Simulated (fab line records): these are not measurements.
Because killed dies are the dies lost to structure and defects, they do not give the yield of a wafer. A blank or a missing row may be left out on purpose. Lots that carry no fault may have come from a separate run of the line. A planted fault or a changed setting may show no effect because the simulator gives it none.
fab line records	flow sfq-line
record lots=5	wafers=14	last-day=91
route steps=325 shown M5@200 A5B@209 R5@212
lots untouched by any fault: they come from a run of this same line in which no faults occurred
start-h: start of the lot's first displayed wafer, in hours after the record's first day	wait-h: hours since the lot's step before	" as in the row above	L1.1+2: one row covering several wafers at once	- no value, or no start given	* or withheld: withheld	< > ~ a bound
route shown NAME@n: a module of which the file shows steps, and the number in the route of the first	usual: average and standard deviation across the fault-free wafers	same: alike in all rows	chamber/n: place in a boat	sites: the reading at each site	_std_site: standard deviation of those values	_edge_site: mean of outer sites minus mean of inner sites	radius-mm: how far each site lies from the wafer's centre	mask NAME#n: copy n	behind: tool/chamber where the wafer was last shaped	hold: the reason the lot was held/the length of the hold in hours/how it ended	device: names the non-switching transistor (n, p or np)	end of line: the route-end tests of the same wafers	a step with no rows: only its recipe	killed: dies that structure and defects cost at the first sort, which is not the same as the wafer's yield	map: shows each die of a wafer: x if killed, . if not, _ if none is there
set.NAME: the setting as run; set.NAME@STEP: as run at that earlier step	model.NAME: the simulator's own value behind a step, which no gauge read
a table for each step, a row for each wafer; lots at some steps of the route
services: a tool's chamber out of use, with start hour (start-h, from the record's first day; less than 0 if before it), hours out, and reason
## steps
# step SFQ_TRILAYER_M5_LITHO_SOFTBAKE_127
# recipe temp-c=withheld	time-s=withheld	resist=KrF
# step SFQ_TRILAYER_M5_LITHO_EXPOSE_124
# recipe mask-id=M5	na=0.6	source-shape=conventional	sigma-outer=0.65	target-cd-nm=700	dose-mj=14.4
# step SFQ_TRILAYER_M5_LITHO_PEB_126
# recipe peb-temp-c=115	peb-time-s=60	resist=KrF
# step SFQ_TRILAYER_M5_LITHO_DEVELOP_125
# recipe time-s=60	resist=KrF
# step SFQ_M5_OVL_MEAS_932
# usual M5_OVL=-2/5.8
lot.wafer	tool	chamber	start-h	wait-h	M5_OVL[nm]
L476.1	overlay-01	-	1322.66	0.1	-8
L476.2	"	-	"	"	3
L476.6	"	-	"	"	-5
L478.2	overlay-01	-	1359.99	0.1	-15
L478.3	"	-	"	"	-8
L478.5	"	-	"	"	-4
L488.3	overlay-01	-	1438.12	0.1	-12
L488.5	"	-	"	"	-8
L491.2	overlay-01	-	1462.03	0.1	-2
L491.4	"	-	"	"	-2
L491.5	"	-	"	"	0
L496.3	overlay-02	-	1649.96	0.1	3
L496.4	"	-	"	"	6
L496.5	"	-	"	"	1
# step SFQ_TRILAYER_M5_BARC_OPEN_METAL_ETCH_161
# recipe mask-material=PR	chemistry=O2	target-depth-nm=125	target=BARC	icp-w=600	bias-w=80	pressure-mtorr=10	time-s=41.7
# usual drypump-motor-current-A=5.3/0.42	oes-product-au=0.686/0.0046
lot.wafer	tool	chamber	start-h	wait-h	drypump-motor-current-A	oes-product-au	rf-hours-counter-h
L476.1	rie-metal-01	0	1322.69	0.0	5.9	0.683	48
L476.2	"	1	"	"	5.0	0.688	38
L476.6	"	1	"	"	5.0	0.686	-
L478.2	rie-metal-03	0	1360.02	0.0	5.6	0.689	104
L478.3	"	0	"	"	5.6	0.688	-
L478.5	"	1	"	"	4.9	0.683	-
L488.3	rie-metal-01	1	1438.16	0.0	5.0	0.685	-
L488.5	"	1	"	"	5.0	0.683	-
L491.2	rie-metal-01	0	1462.06	0.0	5.8	0.693	65
L491.4	"	1	"	"	5.0	0.690	-
L491.5	"	1	"	"	5.0	0.688	-
L496.3	rie-metal-03	0	1650.00	0.0	5.7	0.685	-
L496.4	"	1	"	"	4.9	0.686	-
L496.5	"	0	"	"	5.7	0.684	-
# step SFQ_TRILAYER_M5_ETCH_METAL_ETCH_126
# recipe target=Nb	stop-on=SiO2	mask-material=PR	over-etch-frac=0.15	time-s=203.2	chemistry=Cl2/BCl3	target-depth-nm=265	icp-w=600	bias-w=80	pressure-mtorr=10
# usual drypump-motor-current-A=5.3/0.42	oes-product-au=0.728/0.0056
lot.wafer	tool	chamber	start-h	wait-h	drypump-motor-current-A	oes-product-au	rf-hours-counter-h
L476.1	rie-metal-01	0	1322.75	0.0	5.8	0.732	48
L476.2	"	1	"	"	5.0	0.736	38
L476.6	"	1	"	"	5.0	0.731	-
L478.2	rie-metal-03	0	1360.08	0.0	5.7	0.725	104
L478.3	"	0	"	"	5.7	0.723	-
L478.5	"	1	"	"	4.9	0.729	-
L488.3	rie-metal-01	1	1438.27	0.1	5.0	0.727	-
L488.5	"	1	"	"	5.0	0.730	-
L491.2	rie-metal-01	0	1462.12	0.0	5.8	0.732	65
L491.4	"	1	"	"	5.0	0.738	-
L491.5	"	1	"	"	5.0	0.727	-
L496.3	rie-metal-03	0	1650.11	0.1	5.6	0.727	-
L496.4	"	1	"	"	4.9	0.726	-
L496.5	"	0	"	"	5.6	0.732	-
# step SFQ_TRILAYER_M5_STRIP_STRIP_127
# recipe gas=O2	power-w=200	platen-temp-c=40	overash-fraction=0.65	chemistry=O2	pressure-mtorr=50
# step SFQ_TRILAYER_M5_STRIP_SOLV_CLEAN_128
# recipe chemistry=NMP	temp-c=70	time-s=600
# step SFQ_TRILAYER_A5B_DEP_PECVD_129
# recipe material=SiO2	temp-c=150	time-s=133.33	pressure-torr=2.4	rf-w=183.3	precursor=SiH4/N2O	target-thk-nm=600
# step SFQ_TRILAYER_A5B_CMP_CMP_130
# recipe stop-on=Nb	down-force-psi=3	platen-rpm=60	target-thk-nm=340.7
# step SFQ_TRILAYER_A5B_METRO_MEASURE_131
# usual thk-nm=342/5.5
lot.wafer	tool	chamber	start-h	wait-h	thk-nm
L476.1	film-metro-02	-	1326.83	2.0	339
L476.2	"	-	"	"	337
L476.6	"	-	"	"	339
L478.2	film-metro-04	-	1364.34	1.2	345
L478.3	"	-	"	"	347
L478.5	"	-	"	"	342
L488.3	film-metro-04	-	1442.66	2.9	342
L488.5	"	-	"	"	346
L491.2	film-metro-02	-	1466.39	2.7	329
L491.4	"	-	"	"	347
L491.5	"	-	"	"	334
L496.3	film-metro-02	-	1655.34	2.4	338
L496.4	"	-	"	"	329
L496.5	"	-	"	"	343
# step SFQ_TRILAYER_R5_DEP_SPUTTER_132
# recipe material=Ti	base-pressure-pa=1.33e-06	target-thk-nm=5	power-w=2000	time-s=5	chamber-pressure-pa=0.4
# usual cathode-dc-power-W=2000.0/0.32	throttle-valve-pct=29.4/1.1
lot.wafer	tool	chamber	start-h	wait-h	cathode-dc-power-W	throttle-valve-pct	model.Ti_of_TRILAYER_R5_DEP_SPUTTER_132.thk-nm
L476.1	pvd-sputter-03	-	1328.03	1.0	2000.6	29.3	4.899
L476.2	"	-	"	"	1999.7	29.8	4.668
L476.6	"	-	"	"	2000.1	29.0	4.795
L478.2	pvd-sputter-05	-	1365.34	0.8	2000.7	30.4	5.002
L478.3	"	-	"	"	2000.4	29.5	5.123
L478.5	"	-	"	"	1999.7	27.8	5.173
L488.3	pvd-sputter-03	-	1443.46	0.6	1999.7	29.7	1.822
L488.5	"	-	"	"	1999.8	29.6	5.049
L491.2	pvd-sputter-04	-	1467.39	0.8	2000.1	29.4	5.04
L491.4	"	-	"	"	1999.9	28.9	4.902
L491.5	"	-	"	"	1999.2	29.7	4.858
L496.3	pvd-sputter-05	-	1656.14	0.6	2000.1	30.4	4.878
L496.4	"	-	"	"	1999.9	32.8	4.919
L496.5	"	-	"	"	2000.1	30.1	4.794
# step SFQ_TRILAYER_R5_DEP_SPUTTER_133
# recipe material=MoNx	base-pressure-pa=1.33e-06	target-thk-nm=40	power-w=1000	time-s=66.7	chamber-pressure-pa=0.4
# usual cathode-dc-power-W=1000.0/0.19	throttle-valve-pct=29.4/1.1
lot.wafer	tool	chamber	start-h	wait-h	cathode-dc-power-W	throttle-valve-pct
L476.1	pvd-sputter-03	-	1328.05	0.0	999.86	29.9
L476.2	"	-	"	"	999.89	29.7
L476.6	"	-	"	"	999.47	29.0
L478.2	pvd-sputter-05	-	1365.36	0.0	1000.0	30.3
L478.3	"	-	"	"	1000.3	29.7
L478.5	"	-	"	"	999.86	27.9
L488.3	pvd-sputter-03	-	1443.48	0.0	1000.2	29.9
L488.5	"	-	"	"	999.70	29.6
L491.2	pvd-sputter-04	-	1467.41	0.0	999.96	29.7
L491.4	"	-	"	"	999.89	28.8
L491.5	"	-	"	"	999.81	29.4
L496.3	pvd-sputter-05	-	1656.16	0.0	1000.1	30.2
L496.4	"	-	"	"	999.88	32.8
L496.5	"	-	"	"	999.93	30.2
# step SFQ_TRILAYER_R5_DEP_SPUTTER_134
# recipe material=Ti	base-pressure-pa=1.33e-06	target-thk-nm=5	power-w=2000	time-s=5	chamber-pressure-pa=0.4
# usual cathode-dc-power-W=2000.0/0.35	throttle-valve-pct=29.4/1.1
lot.wafer	tool	chamber	start-h	wait-h	cathode-dc-power-W	throttle-valve-pct
L476.1	pvd-sputter-03	-	1328.10	0.0	1999.6	29.5
L476.2	"	-	"	"	2000.1	29.8
L476.6	"	-	"	"	2000.3	29.0
L478.2	pvd-sputter-05	-	1365.41	0.0	1999.7	30.3
L478.3	"	-	"	"	1999.4	29.4
L478.5	"	-	"	"	2000.2	27.9
L488.3	pvd-sputter-03	-	1443.54	0.0	1999.6	29.5
L488.5	"	-	"	"	1999.6	29.9
L491.2	pvd-sputter-04	-	1467.47	0.0	2000.2	29.4
L491.4	"	-	"	"	1999.6	28.9
L491.5	"	-	"	"	1999.9	29.5
L496.3	pvd-sputter-05	-	1656.22	0.0	1999.9	30.3
L496.4	"	-	"	"	2000.4	32.8
L496.5	"	-	"	"	2000.5	30.3
# step SFQ_R5_RS_MEAS_933
# recipe thk-meas-gauge=four-point-probe	reads=Ti_of_TRILAYER_R5_DEP_SPUTTER_134+MoNx_of_TRILAYER_R5_DEP_SPUTTER_133+Ti_of_TRILAYER_R5_DEP_SPUTTER_132
# usual R5_MONX_RS=7.03/0.072
lot.wafer	tool	chamber	start-h	wait-h	R5_MONX_RS[ohm/sq]
L476.1	film-metro-04	-	1328.12	0.0	7.06
L476.2	"	-	"	"	7.11
L476.6	"	-	"	"	7.16
L478.2	film-metro-01	-	1365.45	0.0	7.00
L478.3	"	-	"	"	6.95
L478.5	"	-	"	"	6.92
L488.3	film-metro-03	-	1443.59	0.0	7.26
L488.5	"	-	"	"	7.09
L491.2	film-metro-01	-	1467.51	0.0	7.06
L491.4	"	-	"	"	6.99
L491.5	"	-	"	"	7.02
L496.3	film-metro-04	-	1656.28	0.0	7.10
L496.4	"	-	"	"	7.01
L496.5	"	-	"	"	7.06
# step SFQ_R5_THK_MEAS_934
# recipe thk-meas-gauge=xrf	reads=MoNx_of_TRILAYER_R5_DEP_SPUTTER_133
# usual R5_MONX_THK=39.8/0.49
lot.wafer	tool	chamber	start-h	wait-h	R5_MONX_THK[nm]
L476.1	film-metro-04	-	1328.24	0.1	39.6
L476.2	"	-	"	"	39.4
L476.6	"	-	"	"	39.2
L478.2	film-metro-01	-	1365.56	0.1	40.0
L478.3	"	-	"	"	40.3
L478.5	"	-	"	"	40.6
L488.3	film-metro-03	-	1443.69	0.1	39.5
L488.5	"	-	"	"	39.3
L491.2	film-metro-01	-	1467.62	0.1	39.5
L491.4	"	-	"	"	40.0
L491.5	"	-	"	"	39.9
L496.3	film-metro-04	-	1656.38	0.1	39.4
L496.4	"	-	"	"	39.5
L496.5	"	-	"	"	39.3
## services
tool	chamber	start-h	hours	kind
pvd-sputter-05	-	1313.84	17.3	repair
film-metro-02	-	1349.82	1.4	pm
film-metro-02	-	1357.18	0.5	pm
pvd-sputter-04	-	1366.06	4.0	repair
film-metro-04	-	1375.93	1.6	pm
film-metro-02	-	1396.37	1.0	pm
pvd-sputter-03	-	1403.37	6.2	repair
film-metro-04	-	1404.60	0.6	pm
film-metro-04	-	1432.74	0.8	pm
rie-metal-03	1	1441.72	19.1	repair
pvd-sputter-04	-	1493.51	3.1	repair
rie-metal-01	-	1517.06	2.8	pm
pvd-sputter-05	-	1525.10	1.3	repair
film-metro-02	-	1527.97	0.3	pm
pvd-sputter-05	-	1528.98	5.1	repair
film-metro-02	-	1536.79	0.6	pm
rie-metal-01	0	1577.70	3.8	repair
pvd-sputter-04	-	1583.60	22.4	repair
film-metro-02	-	1603.27	0.5	pm
rie-metal-01	0	1624.73	22.1	repair
rie-metal-03	-	1627.91	14.6	pm
film-metro-02	-	1641.37	0.2	pm
film-metro-02	-	1644.11	6.2	repair
rie-metal-01	0	1651.97	2.0	repair
## key
first-sign step=SFQ_R5_RS_MEAS_933	reading=R5_MONX_RS	direction=up	sigmas=3.2	usual=7.03	struck=7.26
effect none on later readings
model-effect step=SFQ_TRILAYER_R5_DEP_SPUTTER_132	value=Ti_of_TRILAYER_R5_DEP_SPUTTER_132.thk-nm	without=4.932	struck=1.822
met-at SFQ_TRILAYER_R5_DEP_SPUTTER_132
struck-wafers L488.3
onset-between 1328.03 1443.46
fault kind=process-parameter-drift	tool=pvd-sputter-03	chamber=-	onset-h=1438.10	steps=SFQ_TRILAYER_R5_DEP_SPUTTER_132	channel=target-thk-nm	offset=-3.1105	shape=step	end-h=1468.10	acts-in=these-recipes-only	stated=5	scope=struck-wafers-only
